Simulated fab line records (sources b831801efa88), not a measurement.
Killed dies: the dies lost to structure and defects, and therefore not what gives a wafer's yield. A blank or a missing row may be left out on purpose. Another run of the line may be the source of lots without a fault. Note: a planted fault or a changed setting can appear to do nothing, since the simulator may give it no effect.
Which tool did it? | flow sky130 | 9 lots with 27 wafers sampled at 4 steps, on a route of 708 steps

## WHAT THE GAUGES SHOWED, per wafer
SKY_METAL1_RS_MEAS_05: the measuring method here is four-point-probe.
lot  | measured     | on            | METAL1_ALCU_RS (ohm/sq)
L962 | day 32 16:03 | film-metro-03 | 0.1273 0.1251 0.1266
L963 | day 33 02:52 | film-metro-02 | 0.1274 0.1262 0.1278
L966 | day 34 16:12 | film-metro-03 | 0.1271 0.1272 0.1283
L967 | day 34 17:43 | film-metro-04 | 0.1285 0.1260 0.1271
L969 | day 35 17:35 | film-metro-03 | 0.1258 0.1254 0.1267
L973 | day 36 15:49 | film-metro-02 | 0.1278 0.1279 0.0689
L974 | day 36 23:52 | film-metro-04 | 0.1279 0.0688 0.1262
L981 | day 38 20:31 | film-metro-04 | 0.1281 0.1279 0.1270
L982 | day 38 21:54 | film-metro-02 | 0.1290 0.1279 0.1282

## TOOL THAT RAN EACH LOT (tool first, then ch and the chambers of the sampled wafers, then the start)
lot  | SKY_LOCAL_INTERCONNECT_ETCH_13    | SKY_CONTACT_CVD_24            | SKY_METAL1_SPUTTER_02
L962 | rie-metal-01 ch 0,1, day 31 09:14 | cvd-w-02 ch 0,1, day 32 15:18 | pvd-sputter-02, day 32 15:56
L963 | rie-metal-01 ch 0, day 31 20:54   | cvd-w-01 ch 0,1, day 33 02:07 | pvd-sputter-02, day 33 02:46
L966 | rie-metal-03 ch 0,1, day 33 10:43 | cvd-w-01 ch 0,1, day 34 15:28 | pvd-sputter-01, day 34 16:07
L967 | rie-metal-04 ch 0,1, day 33 12:09 | cvd-w-01 ch 1, day 34 16:58   | pvd-sputter-04, day 34 17:37
L969 | rie-metal-03 ch 0,1, day 34 12:05 | cvd-w-01 ch 0,1, day 35 16:50 | pvd-sputter-04, day 35 17:28
L973 | rie-metal-04 ch 0,1, day 35 10:52 | cvd-w-02 ch 0,1, day 36 15:05 | pvd-sputter-04, day 36 15:43
L974 | rie-metal-03 ch 0,1, day 35 18:53 | cvd-w-01 ch 0,1, day 36 23:08 | pvd-sputter-04, day 36 23:46
L981 | rie-metal-04 ch 0,1, day 37 16:08 | cvd-w-01 ch 0,1, day 38 19:46 | pvd-sputter-02, day 38 20:24
L982 | rie-metal-03 ch 0, day 37 16:48   | cvd-w-01 ch 0,1, day 38 21:10 | pvd-sputter-01, day 38 21:49
- SKY_LOCAL_INTERCONNECT_ETCH_13: etches BARC in N2/H2, stops on SiO2, time 45.9 s, target depth 60 nm.
- SKY_CONTACT_CVD_24: deposits W, target thk 340 nm, time 102.12 s.
- SKY_METAL1_SPUTTER_02: material AlCu, target thk 250 nm, time 13.3 s.

## THE ANSWER, worked out from the rows above alone
Rule: what is usual is taken from the lots themselves. The widest of any qualifying gaps counts: lots, ordered by their means at a reading, are off when they make up no more than a third of the lots, leave a main group of 4 or more, and stand apart from it by 3 or more times the standard deviation of that group's means. A main group is skipped when, at the precision printed for the reading in the tables above, its means are all equal. A lot without any number at a reading at which 4 lots or more have one is off too. Any other lot the step has rows for is counted as sound.
Off: L973, L974, seen at SKY_METAL1_RS_MEAS_05 (METAL1_ALCU_RS). The main group: mean 0.1272 ohm/sq, standard deviation 0.00075.
A tool fits if, at a process step before that reading, it ran every lot that is off, and no sound lot after the first of them. Gauges at SKY_METAL1_RS_MEAS_05: tried the same way as those tools. One fits: SKY_METAL1_SPUTTER_02 on pvd-sputter-04. Its last sound lot is L969 (day 35 17:28), its first lot that is off L973 (day 36 15:43): a fault that began between those two fits.

## WHAT THE SIMULATOR PUT IN
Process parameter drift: pvd-sputter-04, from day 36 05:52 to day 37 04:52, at SKY_METAL1_SPUTTER_02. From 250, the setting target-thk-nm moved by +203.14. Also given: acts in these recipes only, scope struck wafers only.
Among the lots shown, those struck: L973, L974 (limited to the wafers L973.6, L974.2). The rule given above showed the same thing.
